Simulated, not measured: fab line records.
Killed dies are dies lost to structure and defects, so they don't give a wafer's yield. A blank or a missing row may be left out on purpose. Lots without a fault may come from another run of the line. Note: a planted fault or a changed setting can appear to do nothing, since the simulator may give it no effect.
The tool behind it: which one? | flow gf180mcu | 6 lots, 18 wafers sampled, at 3 steps of a route of 602

== WHAT THE GAUGES SHOWED, per wafer ==
GF_DNWELL_TW_MEAS_09.
lot  | measured    | on            | DNWELL_TW
L563 | day 3 05:55 | film-metro-02 | 1357 1362 1360
L566 | day 3 22:29 | film-metro-02 | 1544 1548 1535
L578 | day 6 16:09 | film-metro-03 | 1362 1361 1363
L580 | day 7 02:25 | film-metro-02 | 1340 1342 1348
L582 | day 7 23:38 | film-metro-03 | 1372 1377 1376
L584 | day 8 03:30 | film-metro-02 | 1332 1328 1329

== EACH LOT AND THE TOOL THAT RAN IT (in order: tool; ch and the chambers of the sampled wafers; start) ==
lot  | GF_STI_ETCH_13                    | GF_DNWELL_IMPLANT_07
L563 | rie-diel-01 ch 0,1,2, day 2 12:31 | implanter-03 ch 0, day 3 05:41
L566 | rie-diel-03 ch 0,1,2, day 3 03:30 | implanter-03 ch 0, day 3 22:16
L578 | rie-diel-03 ch 0,1,3, day 5 16:30 | implanter-04 ch 0, day 6 15:54
L580 | rie-diel-03 ch 0,2,3, day 6 02:03 | implanter-02 ch 0, day 7 02:11
L582 | rie-diel-03 ch 1,2,3, day 6 15:09 | implanter-03 ch 0, day 7 23:23
L584 | rie-diel-03 ch 2,3, day 7 03:06   | implanter-03 ch 0, day 8 03:15
- GF_STI_ETCH_13: etches the open film in CHF3/O2, stops on Si, target depth 282.31 nm, time 112.9 s.
- GF_DNWELL_IMPLANT_07

== THE ANSWER, worked out from the rows above alone ==
Rule: usual is defined by the lots themselves. Put in order of their means at a reading, lots are off if they are a third of the lots or fewer, leave a main group of 4 or more, and stand apart from it by a gap of 3 or more times the standard deviation of the main group's means; of several such gaps the widest counts. Not used: any main group whose means are identical at the precision the tables above print for the reading. A lot without any number at a reading at which 4 lots or more have one is off too. The other lots that the step has rows for count as sound.
Off: L566, at GF_DNWELL_TW_MEAS_09 (DNWELL_TW). Main group: mean 1354, sd 16.
A tool fits if, at a process step before that reading, it ran every lot that is off, and no sound lot after the first of them. Gauges at GF_DNWELL_TW_MEAS_09: tried the same way as those tools. Of those tried, none fits.

== WHAT THE SIMULATOR PUT IN ==
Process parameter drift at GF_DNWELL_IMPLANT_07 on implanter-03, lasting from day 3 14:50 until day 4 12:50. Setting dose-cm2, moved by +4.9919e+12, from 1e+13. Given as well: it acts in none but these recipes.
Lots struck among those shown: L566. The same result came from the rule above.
